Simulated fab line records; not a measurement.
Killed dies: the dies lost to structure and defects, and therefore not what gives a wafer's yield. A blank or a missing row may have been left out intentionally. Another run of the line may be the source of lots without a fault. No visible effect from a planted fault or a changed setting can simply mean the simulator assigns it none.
fab line records    flow gf180mcu
record: lots: 14  wafers: 40  last_day: 33
route steps=602 shown HV_LDD@207 NSD@244
lots that met no fault: taken from a fault-free run of the same line
start_h: hours from the record's opening day to when the first of the lot's shown wafers began    wait_h: hours from the lot's prior step to this one    " as in the row above    L1.1+2: several wafers, shown together as one row    - no value, or no start was given    * or withheld: withheld    < > ~ a bound
route shown NAME@n: a module of which the file shows steps, and the number in the route of the first    usual: mean/standard deviation taken from wafers without a fault    same: alike in all rows    chamber/n: place in a boat    sites: each site's reading    _std_site: the standard deviation of these    _edge_site: the outer-site mean with the inner-site mean subtracted    radius_mm: for every site, how far away it sits from the centre of the wafer    mask NAME#n: copy n    behind: tool/chamber where the wafer was last shaped    hold: what put the lot on hold/how long, in hours/how the hold closed    device: whichever transistor did not switch (one of n, p or np)    end of line: the tests these same wafers got at the end of their route    a step given without rows: its recipe and nothing more    killed: dies that structure and defects cost at the first sort, which is not the same as the wafer's yield    map: per-die view of a wafer (x killed, . not killed, _ where there is no die)
set.NAME: the run value of the setting; set.NAME@STEP: its run value at that earlier step    model.NAME: the simulator's own value behind a step, which no gauge read
a sample of lots followed through the steps of the route, with each step as a table and each wafer as a row
services: the hour from which a tool's chamber was out of use, counted from the record's first day as start_h (under 0 if before that day), plus the number of hours and why
== steps ==
step: GF_HV_LDD_CD_MEAS_31
recipe: target_cd_nm: 400
usual: cd_nm: 400.0/2.5
lot.wafer  tool       chamber  start_h  wait_h  cd_nm
L944.3     cd_sem-02  -        248.48   0.1     398.2
L944.5     "          -        "        "       399.4
L944.6     "          -        "        "       401.2
L946.4     cd_sem-01  -        265.62   0.1     399.9
L946.5     "          -        "        "       400.9
L946.6     "          -        "        "       401.0
L948.1     cd_sem-02  -        285.31   0.1     398.3
L948.3     "          -        "        "       396.3
L948.5     "          -        "        "       397.6
L949.1     cd_sem-01  -        295.04   0.1     405.0
L949.3     "          -        "        "       406.0
L949.6     "          -        "        "       406.3
L950.4     cd_sem-01  -        301.90   0.1     403.0
L950.5     "          -        "        "       401.4
L950.6     "          -        "        "       400.5
L951.2     cd_sem-01  -        303.86   0.1     398.6
L951.3     "          -        "        "       400.4
L951.6     "          -        "        "       399.9
L952.1     cd_sem-01  -        317.66   0.1     400.5
L952.2     "          -        "        "       396.9
L952.3     "          -        "        "       400.1
L953.3     cd_sem-02  -        317.73   0.1     398.3
L953.4     "          -        "        "       399.4
L953.6     "          -        "        "       400.5
L954.2     cd_sem-02  -        330.56   0.1     405.2
L954.3     "          -        "        "       401.5
L954.4     "          -        "        "       403.7
L955.2     cd_sem-01  -        338.53   0.1     394.8
L955.4     "          -        "        "       396.4
L955.5     "          -        "        "       394.9
L956.1     cd_sem-01  -        344.19   0.1     395.7
L956.2     "          -        "        "       398.2
L956.5     "          -        "        "       396.7
L957.2     cd_sem-01  -        359.18   0.1     400.8
L957.3     "          -        "        "       401.1
L957.5     "          -        "        "       401.6
L960.1     cd_sem-02  -        373.76   0.1     400.0
L960.6     "          -        "        "       397.5
L965.1     cd_sem-01  -        412.79   0.1     402.1
L965.6     "          -        "        "       400.3
step: GF_HV_LDD_CD_MEAS_46
recipe: target_cd_nm: 400
usual: cd_nm: 399.6/2.3
lot.wafer  tool       chamber  start_h  wait_h  cd_nm
L944.3     cd_sem-01  -        268.23   0.1     399.9
L944.5     "          -        "        "       403.2
L944.6     "          -        "        "       401.6
L946.4     cd_sem-01  -        285.82   0.1     396.1
L946.5     "          -        "        "       396.7
L946.6     "          -        "        "       396.1
L948.1     cd_sem-01  -        305.86   0.1     399.4
L948.3     "          -        "        "       398.2
L948.5     "          -        "        "       399.7
L949.1     cd_sem-02  -        316.96   0.1     397.7
L949.3     "          -        "        "       398.7
L949.6     "          -        "        "       399.2
L950.4     cd_sem-01  -        323.32   0.1     399.0
L950.5     "          -        "        "       400.2
L950.6     "          -        "        "       400.1
L951.2     cd_sem-01  -        326.83   0.1     404.0
L951.3     "          -        "        "       399.9
L951.6     "          -        "        "       400.9
L952.1     cd_sem-01  -        339.36   0.1     404.2
L952.2     "          -        "        "       403.1
L952.3     "          -        "        "       402.0
L953.3     cd_sem-01  -        339.70   0.1     399.6
L953.4     "          -        "        "       400.7
L953.6     "          -        "        "       400.6
L954.2     cd_sem-02  -        352.46   0.1     397.0
L954.3     "          -        "        "       398.4
L954.4     "          -        "        "       394.7
L955.2     cd_sem-01  -        361.14   0.2     402.9
L955.4     "          -        "        "       400.1
L955.5     "          -        "        "       399.1
L956.1     cd_sem-02  -        366.29   0.1     399.6
L956.2     "          -        "        "       398.6
L956.5     "          -        "        "       399.6
L957.2     cd_sem-01  -        382.13   0.1     398.8
L957.3     "          -        "        "       397.8
L957.5     "          -        "        "       397.2
L960.1     cd_sem-02  -        396.41   0.1     400.2
L960.6     "          -        "        "       401.1
L965.1     cd_sem-02  -        437.81   0.1     401.3
L965.6     "          -        "        "       400.3
step: GF_HV_LDD_STRIP_49
recipe: chemistry: O2/N2  power_w: 1400  pressure_mtorr: 1500  platen_temp_c: 250  o2_flow_sccm: 3000  n2_flow_sccm: 300  overash_fraction: 0.5
usual: drypump_motor_current_A: 6.1/0.39  heater_power_w: 337/32  oes_product_au: 0.715/0.0042  strip_time_to_endpoint_s: 12.62/0.031
lot.wafer  tool             chamber  start_h  wait_h  drypump_motor_current_A  heater_power_w  oes_product_au  rf_hours_counter_h  strip_time_to_endpoint_s
L944.3     plasma_asher-01  1        268.53   0.1     6.1                      336             0.714           -                   12.66
L944.5     "                1        "        "       6.1                      333             0.711           -                   12.60
L944.6     "                0        "        "       6.4                      288             0.712           -                   12.61
L946.4     plasma_asher-03  1        286.10   0.1     5.6                      366             0.715           -                   12.64
L946.5     "                0        "        "       6.3                      353             0.713           -                   12.69
L946.6     "                1        "        "       5.6                      358             0.716           -                   12.69
L948.1     plasma_asher-02  0        306.16   0.1     6.6                      385             0.716           20                  12.63
L948.3     "                0        "        "       6.6                      397             0.721           -                   12.61
L948.5     "                1        "        "       5.5                      307             0.712           -                   12.61
L949.1     plasma_asher-03  0        317.26   0.1     6.3                      341             0.717           65                  12.65
L949.3     "                0        "        "       6.4                      337             0.719           -                   12.65
L949.6     "                1        "        "       5.6                      357             0.706           -                   12.67
L950.4     plasma_asher-02  1        323.60   0.1     5.5                      299             0.705           -                   12.61
L950.5     "                0        "        "       6.5                      390             0.714           -                   12.57
L950.6     "                1        "        "       5.5                      296             0.717           -                   12.55
L951.2     plasma_asher-01  0        327.11   0.1     6.4                      291             0.715           70                  12.53
L951.3     "                1        "        "       6.1                      325             0.713           -                   12.58
L951.6     "                0        "        "       6.4                      292             0.718           -                   12.59
L952.1     plasma_asher-02  1        339.66   0.1     5.5                      305             0.708           23                  12.59
L952.2     "                0        "        "       6.5                      376             0.718           23                  12.61
L952.3     "                1        "        "       5.5                      305             0.719           -                   12.62
L953.3     plasma_asher-03  0        340.00   0.1     6.3                      350             0.719           -                   12.57
L953.4     "                1        "        "       5.7                      363             0.713           -                   12.57
L953.6     "                1        "        "       5.7                      356             0.703           -                   12.58
L954.2     plasma_asher-01  0        352.75   0.1     6.4                      294             0.713           73                  12.60
L954.3     "                1        "        "       6.1                      332             0.718           -                   12.61
L954.4     "                0        "        "       6.4                      297             0.713           -                   12.61
L955.2     plasma_asher-01  1        361.43   0.1     6.1                      333             0.710           74                  12.63
L955.4     "                0        "        "       6.4                      294             0.711           -                   12.65
L955.5     "                0        "        "       6.4                      291             0.710           -                   12.64
L956.1     plasma_asher-03  1        366.60   0.1     5.7                      363             0.716           70                  12.65
L956.2     "                0        "        "       6.3                      350             0.711           70                  12.65
L956.5     "                1        "        "       5.6                      369             0.717           -                   12.64
L957.2     plasma_asher-03  1        382.41   0.1     5.7                      368             0.713           71                  12.62
L957.3     "                1        "        "       5.7                      358             0.702           -                   12.63
L957.5     "                1        "        "       5.6                      354             0.718           -                   12.63
L960.1     plasma_asher-02  0        396.71   0.1     6.5                      381             0.711           29                  12.60
L960.6     "                1        "        "       5.5                      299             0.711           -                   12.64
L965.1     plasma_asher-03  0        438.11   0.1     6.3                      351             0.717           77                  12.59
L965.6     "                1        "        "       5.6                      364             0.714           -                   12.67
step: GF_NSD_IMPLANT_09
recipe: species: As  energy_kev: 60  dose_cm2: 4e+15  tilt_deg: 7
same: implant_ion_amu: 75
lot.wafer   tool          chamber  start_h  wait_h
L944.3+5+6  implanter-04  0        291.66   0.1
L946.4+5+6  implanter-01  0        309.84   0.1
L948.1+3+5  implanter-04  0        331.66   0.0
L949.1+3+6  implanter-01  0        341.66   0.0
L950.4+5+6  implanter-04  0        347.93   0.1
L951.2+3+6  implanter-04  0        351.78   0.0
L952.1+2+3  implanter-04  0        364.55   0.0
L953.3+4+6  implanter-01  0        364.90   0.1
L954.2+3+4  implanter-01  0        377.68   0.0
L955.2+4+5  implanter-02  0        386.02   0.0
L956.1+2+5  implanter-04  0        391.76   0.0
L957.2+3+5  implanter-02  0        408.33   0.0
L960.1+6    implanter-02  0        422.81   0.0
L965.1+6    implanter-02  0        465.31   0.0
step: GF_NSD_STRIP_11
recipe: chemistry: O2/N2  power_w: 1400  pressure_mtorr: 1500  platen_temp_c: 250  o2_flow_sccm: 3000  n2_flow_sccm: 300  overash_fraction: 0.5
usual: drypump_motor_current_A: 5.9/0.51  heater_power_w: 333/34  oes_product_au: 0.487/0.0045  strip_time_to_endpoint_s: 22.950/0.028
lot.wafer  tool             chamber  start_h  wait_h  drypump_motor_current_A  heater_power_w  oes_product_au  rf_hours_counter_h  strip_time_to_endpoint_s
L944.3     plasma_asher-01  0        291.94   0.1     6.4                      294             0.481           -                   22.995
L944.5     "                1        "        "       6.1                      326             0.488           -                   22.969
L944.6     "                0        "        "       6.4                      291             0.492           -                   22.924
L946.4     plasma_asher-01  0        310.11   0.1     6.4                      295             0.490           -                   22.954
L946.5     "                1        "        "       6.1                      334             0.481           -                   22.974
L946.6     "                0        "        "       6.4                      293             0.490           -                   22.972
L948.1     plasma_asher-04  0        331.96   0.1     5.8                      349             0.485           52                  22.926
L948.3     "                1        "        "       5.1                      319             0.490           -                   22.910
L948.5     "                1        "        "       5.1                      329             0.485           -                   22.951
L949.1     plasma_asher-02  1        341.96   0.1     5.5                      297             0.484           23                  22.925
L949.3     "                1        "        "       5.5                      307             0.486           -                   22.942
L949.6     "                1        "        "       5.5                      304             0.480           -                   22.958
L950.4     plasma_asher-02  0        348.19   0.1     6.5                      380             0.483           -                   22.971
L950.5     "                1        "        "       5.5                      301             0.492           -                   22.987
L950.6     "                0        "        "       6.5                      380             0.495           -                   22.972
L951.2     plasma_asher-01  1        352.06   0.1     6.1                      337             0.478           73                  22.935
L951.3     "                0        "        "       6.4                      297             0.491           -                   22.936
L951.6     "                0        "        "       6.4                      297             0.486           -                   22.916
L952.1     plasma_asher-02  0        364.85   0.1     6.5                      404             0.485           26                  22.939
L952.2     "                1        "        "       5.5                      299             0.488           26                  22.972
L952.3     "                0        "        "       6.5                      390             0.472           -                   22.946
L953.3     plasma_asher-04  1        365.18   0.1     5.1                      327             0.490           -                   22.954
L953.4     "                0        "        "       5.8                      348             0.484           -                   22.985
L953.6     "                1        "        "       5.1                      315             0.485           -                   22.961
L954.2     plasma_asher-04  1        377.96   0.1     5.1                      322             0.488           57                  22.972
L954.3     "                0        "        "       5.9                      359             0.480           -                   22.980
L954.4     "                1        "        "       5.0                      320             0.494           -                   22.949
L955.2     plasma_asher-02  0        386.30   0.1     6.5                      381             0.484           28                  22.974
L955.4     "                1        "        "       5.5                      305             0.483           -                   22.950
L955.5     "                1        "        "       5.5                      302             0.482           -                   22.915
L956.1     plasma_asher-02  1        392.06   0.1     5.5                      302             0.484           29                  22.945
L956.2     "                0        "        "       6.5                      402             0.488           29                  22.951
L956.5     "                0        "        "       6.5                      380             0.488           -                   23.000
L957.2     plasma_asher-01  0        408.61   0.1     6.4                      291             0.484           79                  22.922
L957.3     "                1        "        "       6.1                      331             0.488           -                   22.938
L957.5     "                1        "        "       6.1                      318             0.483           -                   22.942
L960.1     plasma_asher-04  1        423.11   0.1     5.1                      334             0.472           62                  23.622
L960.6     "                1        "        "       5.1                      321             0.488           -                   22.874
L965.1     plasma_asher-02  0        465.61   0.1     6.5                      386             0.478           37                  23.701
L965.6     "                0        "        "       6.5                      398             0.490           -                   22.999
step: GF_PSD_RS_MEAS_14
recipe: thk_meas_gauge: four-point-probe
usual: NSD_RS: 46.18/0.075
lot.wafer  tool           chamber  start_h  wait_h  NSD_RS[ohm/sq]
L944.3     film_metro-01  -        313.00   0.1     46.29
L944.5     "              -        "        "       46.17
L944.6     "              -        "        "       46.14
L946.4     film_metro-02  -        331.86   0.1     46.17
L946.5     "              -        "        "       46.11
L946.6     "              -        "        "       46.10
L948.1     film_metro-01  -        353.71   0.1     46.35
L948.3     "              -        "        "       46.21
L948.5     "              -        "        "       46.32
L949.1     film_metro-04  -        364.64   0.1     46.11
L949.3     "              -        "        "       46.19
L949.6     "              -        "        "       46.19
L950.4     film_metro-02  -        370.17   0.1     46.16
L950.5     "              -        "        "       46.12
L950.6     "              -        "        "       46.28
L951.2     film_metro-04  -        374.63   0.1     46.30
L951.3     "              -        "        "       46.20
L951.6     "              -        "        "       46.20
L952.1     film_metro-02  -        388.24   0.1     46.12
L952.2     "              -        "        "       46.20
L952.3     "              -        "        "       46.14
L953.3     film_metro-04  -        388.53   0.1     46.19
L953.4     "              -        "        "       46.17
L953.6     "              -        "        "       46.07
L954.2     film_metro-02  -        400.51   0.1     46.20
L954.3     "              -        "        "       46.09
L954.4     "              -        "        "       46.19
L955.2     film_metro-01  -        409.46   0.1     46.21
L955.4     "              -        "        "       46.11
L955.5     "              -        "        "       46.04
L956.1     film_metro-02  -        416.69   0.1     46.16
L956.2     "              -        "        "       46.30
L956.5     "              -        "        "       46.22
L957.2     film_metro-01  -        433.35   0.1     46.23
L957.3     "              -        "        "       46.13
L957.5     "              -        "        "       46.28
L960.1     film_metro-02  -        446.89   0.1     45.14
L960.6     "              -        "        "       46.17
L965.1     film_metro-02  -        490.06   0.2     45.15
L965.6     "              -        "        "       46.13
== services ==
tool             chamber  start_h  hours  kind
implanter-04     -        249.98   4.7    pm
implanter-02     -        264.35   2.1    repair
plasma_asher-01  -        288.54   0.9    repair
plasma_asher-02  -        297.51   0.6    repair
plasma_asher-04  -        308.55   14.6   pm
plasma_asher-02  -        315.76   1.6    repair
implanter-02     -        317.21   6.4    repair
plasma_asher-02  -        325.43   2.8    pm
implanter-02     -        328.36   4.1    pm
implanter-01     -        351.16   1.3    repair
implanter-01     -        375.16   2.2    repair
implanter-04     -        382.41   4.0    pm
plasma_asher-03  -        397.30   0.8    repair
implanter-01     -        398.79   3.6    repair
implanter-04     -        402.82   3.8    repair
plasma_asher-01  -        421.25   9.0    pm
plasma_asher-01  0        421.25   9.0    vent_cycle
plasma_asher-01  1        421.25   9.0    vent_cycle
implanter-02     -        425.67   6.4    repair
plasma_asher-01  0        430.25   -      clean
plasma_asher-01  1        430.25   -      clean
plasma_asher-04  -        457.45   0.4    repair
implanter-04     -        460.72   100.3  pm
== key ==
first_sign: step: GF_NSD_STRIP_11  reading: strip_time_to_endpoint_s  direction: up  sigmas: 26  usual: *  struck: *
effect: step: GF_PSD_RS_MEAS_14  reading: NSD_RS  direction: down  sigmas: 14  usual: 46.18  struck: 45.15
met_at GF_NSD_IMPLANT_09
struck_lots L960,L965
struck_wafers L960.1,L965.1
sort_left_out L960.1
tester_left_out L960,L965
not_acting_at GF_HV_LDD_CD_MEAS_31,GF_HV_LDD_CD_MEAS_46,GF_HV_LDD_STRIP_49
onset_between 408.33 422.81
fault: kind: process_parameter_drift  tool: implanter-02  chamber: -  onset_h: 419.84  steps: GF_NSD_IMPLANT_09  channel: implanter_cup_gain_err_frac  offset: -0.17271  shape: step  end_h: 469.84  scope: struck_wafers_only
tester_left_out: of these lots the tester's yield and bins aren't shown, on N5 and GAA mostly nor the transistor test; their killed dies are dies lost to structure and defects alone, not to doping, threshold or leakage, so they don't give the yield
sort_left_out: the simulated sort isn't trusted on such a fault, so these wafers' sort isn't shown, and their yield isn't known
